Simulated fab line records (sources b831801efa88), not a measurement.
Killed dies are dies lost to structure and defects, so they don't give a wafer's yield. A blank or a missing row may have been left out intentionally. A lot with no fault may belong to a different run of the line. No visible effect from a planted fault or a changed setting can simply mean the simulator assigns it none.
fab line records	flow sky130
record lots=12	wafers=34	lastDay=50
route steps=708 shown FIELD_ISO@18 DNWELL@43 VIA1@482 METAL3@566 PAD_OPEN@708
lots untouched by any fault: they come from a run of this same line in which no faults occurred
startH: the number of hours between the record's first day and the start of the first shown wafer of the lot	waitH: how many hours have passed since the lot's step before this one	" repeats the value in the row above	L1.1+2: a single row standing in for several wafers	- no value present, or no start provided	* or withheld: withheld	< > ~ a bound
route shown NAME@n: names a module that has steps shown in the file, with the first one's number in the route	usual: mean/standard deviation of fault-free wafers	same: alike in all rows	chamber/n: place in a boat	sites: the reading at each site	_std_site: the values' standard deviation	_edge_site: mean of outer sites minus mean of inner sites	radiusMm: for every site, how far away it sits from the centre of the wafer	mask NAME#n: copy n	behind: the tool/chamber that last shaped the wafer	hold: why the lot went on hold/how many hours it stayed there/how the hold came to an end	device: names the non-switching transistor (n, p or np)	end of line: tests of these same wafers at the route's end	for a step that has no rows: nothing shown but its recipe	killed: dies that structure and defects cost at the first sort, which is not the same as the wafer's yield	map: a wafer's dies, x killed, . not, _ none there
set.NAME: the setting as run; set.NAME@STEP: as run at that earlier step	model.NAME: the simulator's own value behind a step, which no gauge read
the route's steps for a sample of lots (tables are steps, rows are wafers)
services: the hour from which a tool's chamber was out of use, counted from the record's first day as startH (under 0 if before that day), plus the number of hours and why
## steps
# step SKY_FIELD_ISO_ETCH_17
# recipe targetDepthA=3420	maskMaterial=Si3N4	chemistry=HBr/Cl2/O2	target=Si	taperDeg=5	icpW=600	biasW=150	pressureMtorr=15	HBr_flow_sccm=150	Cl2_flow_sccm=40	O2_flow_sccm=6	timeS=97.7
# usual drypumpMotorCurrentA=5.8/0.57	mfcCl2Sccm=40.01/0.11	oesProductAu=0.993/0.014	throttleValvePct=25.660/0.013
lot.wafer	tool	chamber	startH	waitH	drypumpMotorCurrentA	mfcCl2Sccm	oesProductAu	rfHoursCounterH	throttleValvePct
L255.1	rieSi-01	3	28.29	0.1	5.1	39.88	0.988	131	25.649
L255.3	"	0	"	"	5.4	40.06	0.975	1	25.680
L255.5	"	3	"	"	5.1	40.06	1.000	-	25.656
L256.2	rieSi-01	0	36.18	0.1	5.5	40.04	0.976	1	25.671
L256.3	"	1	"	"	5.7	40.03	1.002	111	25.660
L256.5	"	0	"	"	5.5	40.09	0.980	-	25.674
L257.1	rieSi-02	2	40.55	0.1	5.1	39.97	1.001	140	25.660
L257.3	"	0	"	"	6.5	39.92	0.985	44	25.663
L257.5	"	3	"	"	6.4	40.01	1.013	-	25.661
L258.3	rieSi-02	1	47.83	0.0	6.4	40.13	1.005	16	25.647
L258.4	"	2	"	"	5.1	40.03	1.010	140	25.661
L258.6	"	0	"	"	6.5	40.13	0.986	-	25.662
L267.1	rieSi-02	3	90.83	0.1	6.5	39.80	1.248	3	25.477
L267.4	"	1	"	"	6.4	39.97	1.201	16	25.523
L267.5	"	2	"	"	5.1	40.16	1.009	-	25.663
L269.1	rieSi-02	1	103.08	0.1	6.4	39.89	1.217	16	25.503
L269.3	"	2	"	"	5.1	39.94	0.999	141	25.660
L270.1	rieSi-02	2	108.44	0.1	5.0	39.98	1.222	141	25.508
L270.4	"	1	"	"	6.4	40.11	1.200	16	25.526
L272.1	rieSi-01	2	117.63	0.1	5.4	40.08	0.978	111	25.671
L272.2	"	0	"	"	5.4	40.02	0.975	2	25.670
L272.3	"	1	"	"	5.7	39.97	0.994	112	25.680
L274.1	rieSi-01	3	127.53	0.1	5.1	40.10	1.007	132	25.653
L274.2	"	0	"	"	5.5	40.00	0.982	2	25.673
L274.5	"	3	"	"	5.1	40.24	1.008	-	25.643
L275.1	rieSi-01	3	132.55	0.1	5.1	39.99	1.001	132	25.639
L275.3	"	0	"	"	5.5	40.13	0.979	2	25.678
L275.5	"	1	"	"	5.7	40.10	0.985	-	25.660
L277.2	rieSi-01	1	145.79	0.1	5.7	40.03	1.006	112	25.658
L277.3	"	0	"	"	5.5	39.79	0.989	2	25.675
L277.5	"	0	"	"	5.5	39.99	0.979	-	25.654
L278.4	rieSi-01	2	150.40	0.0	5.4	40.02	0.981	111	25.673
L278.5	"	2	"	"	5.4	40.10	0.975	-	25.669
L278.6	"	1	"	"	5.7	40.09	0.992	-	25.657
# step SKY_DNWELL_STRIP_08
# recipe chemistry=O2/N2	powerW=1400	pressureMtorr=1500	platenTempC=withheld	o2FlowSccm=3000	n2FlowSccm=300	overashFraction=0.5
# usual drypumpMotorCurrentA=5.7/0.36	oesProductAu=0.723/0.0044	stripTimeToEndpointS=36.97/0.11
lot.wafer	tool	chamber	startH	waitH	drypumpMotorCurrentA	oesProductAu	rfHoursCounterH	stripTimeToEndpointS
L255.1	plasmaAsher-01	1	53.13	0.1	5.9	0.722	38	36.89
L255.3	"	1	"	"	5.9	0.723	-	36.90
L255.5	"	0	"	"	5.4	0.727	-	36.85
L256.2	plasmaAsher-04	1	58.13	0.1	5.5	0.720	35	37.03
L256.3	"	0	"	"	6.0	0.716	-	37.01
L256.5	"	0	"	"	6.0	0.732	-	36.81
L257.1	plasmaAsher-01	0	63.78	0.1	5.5	0.724	39	36.78
L257.3	"	0	"	"	5.5	0.734	-	36.88
L257.5	"	1	"	"	5.9	0.726	-	36.90
L258.3	plasmaAsher-01	1	71.26	0.1	5.8	0.721	-	37.13
L258.4	"	0	"	"	5.5	0.728	-	36.95
L258.6	"	1	"	"	5.8	0.719	-	37.09
L267.1	plasmaAsher-01	0	116.23	0.1	5.5	0.721	45	37.09
L267.4	"	0	"	"	5.4	0.719	-	36.98
L267.5	"	0	"	"	5.4	0.733	-	37.01
L269.1	plasmaAsher-02	0	127.98	0.1	6.3	0.719	1	37.00
L269.3	"	1	"	"	5.2	0.730	-	37.04
L270.1	plasmaAsher-04	1	134.58	0.1	5.5	0.716	43	36.89
L270.4	"	1	"	"	5.5	0.722	-	36.90
L272.1	plasmaAsher-02	1	149.88	0.1	5.2	0.729	3	37.19
L272.2	"	0	"	"	6.3	0.714	3	37.09
L272.3	"	0	"	"	6.3	0.717	-	37.05
L274.1	plasmaAsher-02	1	156.46	0.1	5.2	0.730	4	36.87
L274.2	"	0	"	"	6.3	0.725	4	36.94
L274.5	"	0	"	"	6.3	0.715	-	36.91
L275.1	plasmaAsher-01	1	162.63	0.1	5.8	0.717	50	36.97
L275.3	"	0	"	"	5.5	0.735	-	36.84
L275.5	"	0	"	"	5.4	0.721	-	36.99
L277.2	plasmaAsher-04	1	173.43	0.1	5.5	0.728	46	36.99
L277.3	"	1	"	"	5.5	0.716	-	36.93
L277.5	"	0	"	"	6.0	0.728	-	37.05
L278.4	plasmaAsher-02	1	178.26	0.1	5.2	0.724	-	37.19
L278.5	"	1	"	"	5.2	0.725	-	36.99
L278.6	"	0	"	"	6.3	0.727	-	37.00
# step SKY_VIA1_CMP_24
# recipe stopOn=SiO2	tOverpolishS=15	downForcePsi=3.5	platenRpm=60	targetThkNm=0	padVelocityMS=0.94248
# usual headPressurePsi=3.499/0.0064	motorCurrentA=10.1/0.94	overpolishRunS=15.001/0.01	timeToEndpointS=65.8/2.4
lot.wafer	tool	chamber	startH	waitH	headPressurePsi	motorCurrentA	overpolishRunS	timeToEndpointS
L255.3	cmp-01	0	792.98	0.1	3.505	9.2	14.997	66.4
L255.1	"	2	"	"	3.502	10.1	15.013	64.2
L255.5	"	3	"	"	3.503	10.4	15.001	67.1
L256.3	cmp-02	1	797.28	0.0	3.501	10.9	15.027	63.8
L256.2	"	3	"	"	3.509	9.8	15.008	64.2
L256.5	"	1	"	"	3.504	11.4	15.013	67.6
L257.3	cmp-01	3	806.19	0.1	3.508	10.2	15.015	67.5
L257.1	"	0	"	"	3.502	9.7	15.015	68.8
L257.5	"	1	"	"	3.508	11.7	15.007	68.0
L258.3	cmp-02	3	828.44	0.0	3.508	9.5	14.996	63.0
L258.4	"	0	"	"	3.502	9.0	15.004	67.0
L258.6	"	3	"	"	3.489	10.4	15.009	64.2
L267.4	cmp-02	1	891.64	0.0	3.498	11.2	15.012	65.5
L267.1	"	0	"	"	3.496	9.3	15.003	64.2
L267.5	"	2	"	"	3.488	8.8	15.002	67.9
L269.1	cmp-02	1	896.42	0.1	3.493	11.1	14.988	64.9
L269.3	"	0	"	"	3.505	9.7	14.988	63.1
L270.1	cmp-01	0	908.64	0.1	3.494	9.6	15.018	68.0
L270.4	"	2	"	"	3.503	9.8	14.998	63.6
L272.1	cmp-01	0	922.68	0.1	3.496	9.3	15.015	68.3
L272.2	"	1	"	"	3.509	12.3	14.998	65.4
L272.3	"	2	"	"	3.495	10.3	14.991	65.0
L274.2	cmp-01	1	941.64	0.0	3.496	12.0	14.993	66.3
L274.1	"	3	"	"	3.501	9.9	15.004	63.5
L274.5	"	1	"	"	3.500	11.5	14.995	66.9
L275.3	cmp-01	2	945.55	0.1	3.494	10.1	14.995	61.7
L275.1	"	0	"	"	3.488	9.4	15.011	65.5
L275.5	"	2	"	"	3.502	10.0	14.993	60.0
L277.2	cmp-01	3	958.42	0.1	3.489	10.0	15.003	66.6
L277.3	"	0	"	"	3.497	9.7	14.989	67.1
L277.5	"	3	"	"	3.495	9.7	14.995	63.6
L278.4	cmp-01	0	962.09	0.0	3.497	9.8	15.012	65.9
L278.6	"	0	"	"	3.504	9.4	14.996	65.6
L278.5	"	1	"	"	3.497	12.1	14.988	64.9
# step SKY_METAL3_ETCH_16
# recipe chemistry=N2/H2	target=BARC	ionEnergyEv=200	biasW=100	pressureMtorr=30	n2FlowSccm=100	h2FlowSccm=200	icpW=500	stopOn=SiO2	timeS=88.2	targetDepthA=600
# usual drypumpMotorCurrentA=6.1/0.51	oesProductAu=0.626/0.0046	throttleValvePct=13.205/0.0089
lot.wafer	tool	chamber	startH	waitH	drypumpMotorCurrentA	oesProductAu	rfHoursCounterH	throttleValvePct
L255.1	rieMetal-02	0	901.60	0.0	6.0	0.621	17	13.216
L255.3	"	1	"	"	6.7	0.625	-	13.208
L255.5	"	1	"	"	6.6	0.626	-	13.228
L256.2	rieMetal-02	1	905.15	0.0	6.6	0.621	11	13.201
L256.3	"	0	"	"	6.0	0.627	-	13.199
L256.5	"	0	"	"	6.0	0.630	-	13.209
L257.1	rieMetal-04	1	913.11	0.0	6.8	0.624	11	13.205
L257.3	"	0	"	"	6.4	0.628	-	13.204
L257.5	"	1	"	"	6.7	0.630	-	13.199
L258.3	rieMetal-02	1	934.53	0.0	6.6	0.621	-	13.205
L258.4	"	0	"	"	6.0	0.632	-	13.192
L258.6	"	0	"	"	6.0	0.625	-	13.212
L267.1	rieMetal-01	0	993.16	0.0	5.5	0.630	16	13.207
L267.4	"	1	"	"	5.3	0.627	-	13.209
L267.5	"	0	"	"	5.5	0.628	-	13.204
L269.1	rieMetal-02	0	998.25	0.0	6.0	0.626	4	13.192
L269.3	"	0	"	"	6.0	0.625	-	13.205
L270.1	rieMetal-04	1	1010.50	0.0	6.8	0.630	16	13.201
L270.4	"	0	"	"	6.4	0.630	-	13.213
L272.1	rieMetal-02	0	1023.66	0.0	6.0	0.624	5	13.212
L272.2	"	1	"	"	6.7	0.621	18	13.203
L272.3	"	1	"	"	6.6	0.620	-	13.192
L274.1	rieMetal-02	0	1040.06	0.0	6.0	0.622	6	13.220
L274.2	"	1	"	"	6.6	0.628	19	13.207
L274.5	"	1	"	"	6.6	0.639	-	13.208
L275.1	rieMetal-01	1	1044.36	0.0	5.3	0.625	24	13.193
L275.3	"	0	"	"	5.5	0.632	-	13.188
L275.5	"	0	"	"	5.5	0.629	-	13.213
L277.2	rieMetal-02	1	1056.55	0.0	6.7	0.621	20	13.216
L277.3	"	0	"	"	6.0	0.616	-	13.204
L277.5	"	0	"	"	6.0	0.621	-	13.216
L278.4	rieMetal-04	1	1059.64	0.0	6.8	0.626	-	13.194
L278.5	"	1	"	"	6.7	0.626	-	13.202
L278.6	"	0	"	"	6.4	0.623	-	13.209
# step SKY_PAD_OPEN_PROBE_99
# usual killed_at_M0_to_M3=44/7.5	killed_at_M4_up=3.2/1.9	killedAtContacts=23/4.7	killedAtFrontEnd=15/4.7	killedAtOther=0.4/0.66	killedDies=87/9.3	killedOpen=47/7.2	killedShort=39/6.5
# same grossDies=492	killedAtBackSide=0
lot.wafer	tool	chamber	startH	waitH	killed_at_M0_to_M3	killed_at_M4_up	killedAtContacts	killedAtFrontEnd	killedAtOther	killedDies	killedOpen	killedShort
L256.2	prober-01	-	1078.96	0.1	32	8	26	11	0	77	49	28
L256.3	prober-01	-	1079.01	0.2	36	2	26	18	2	84	43	41
L256.5	prober-01	-	1079.11	0.2	34	2	27	14	1	78	49	29
# killed by level:class
L256.2 VIA1:geometricParticle:open=11 CONTACT:geometricParticle:open=9 LI_CONTACT:geometricParticle:open=8 METAL2:geometricParticle:short=6 CONTACT:geometricParticle:short=4 METAL4:geometricParticle:open=4 FIELD_ISO:geometricParticle:short=3 POLY_GATE:geometricParticle:open=3
L256.3 CONTACT:geometricParticle:open=10 VIA1:geometricParticle:open=9 CONTACT:geometricParticle:short=6 VIA2:geometricParticle:open=6 FIELD_ISO:geometricParticle:open=4 FIELD_ISO:geometricParticle:short=4 POLY_GATE:geometricParticle:open=4 LI_CONTACT:geometricParticle:open=4
L256.5 CONTACT:geometricParticle:open=12 VIA1:geometricParticle:open=8 LI_CONTACT:geometricParticle:open=7 FIELD_ISO:geometricParticle:open=5 VIA3:geometricParticle:open=5 CONTACT:geometricParticle:short=4 METAL2:geometricParticle:short=4 VIA2:geometricParticle:short=4
## services
tool	chamber	startH	hours	kind
cmp-01	-	11.16	17.1	pm
cmp-01	-	29.55	2.3	repair
rieSi-01	3	51.35	16.0	repair
rieSi-01	-	69.23	14.6	pm
cmp-01	-	206.34	3.8	repair
cmp-01	-	210.14	5.8	pm
cmp-01	-	232.00	4.0	pm
cmp-01	-	250.06	3.8	repair
cmp-01	-	319.53	3.2	repair
cmp-01	-	343.94	0.6	repair
cmp-01	-	357.60	5.3	pm
cmp-01	-	405.68	1.2	repair
cmp-01	-	572.00	4.0	pm
cmp-01	-	610.99	0.3	repair
cmp-01	-	635.97	0.4	repair
cmp-01	-	696.99	0.6	repair
cmp-01	-	726.60	5.5	pm
cmp-01	-	819.73	0.9	repair
cmp-01	-	831.29	63.6	repair
cmp-01	-	841.77	2.3	repair
cmp-01	-	894.84	5.2	pm
cmp-01	-	912.00	4.0	pm
cmp-01	-	987.58	1.1	repair
cmp-01	-	1019.55	2.6	repair
## key
firstSign step=SKY_FIELD_ISO_ETCH_17	reading=oesProductAu	direction=up	sigmas=17	usual=0.993	struck=1.218
effect step=SKY_FIELD_ISO_ETCH_17	reading=throttleValvePct	direction=down	sigmas=12	usual=25.660	struck=25.508
metAt SKY_FIELD_ISO_ETCH_17
struckLots L267,L269,L270
struckWafers L267.1,L267.4,L269.1,L270.1,L270.4
testerLeftOut L267,L269,L270
notActingAt SKY_DNWELL_STRIP_08,SKY_VIA1_CMP_24,SKY_METAL3_ETCH_16
onsetBetween 47.83 90.83
fault kind=processParameterDrift	tool=rieSi-02	chamber=-	onsetH=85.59	steps=SKY_FIELD_ISO_ETCH_17	channel=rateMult	offset=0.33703	shape=step	endH=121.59	scope=struckWafersOnly
# testerLeftOut: of these lots the tester's yield and bins aren't shown, on N5 and GAA mostly nor the transistor test; their killed dies are dies lost to structure and defects alone, not to doping, threshold or leakage, so they don't give the yield
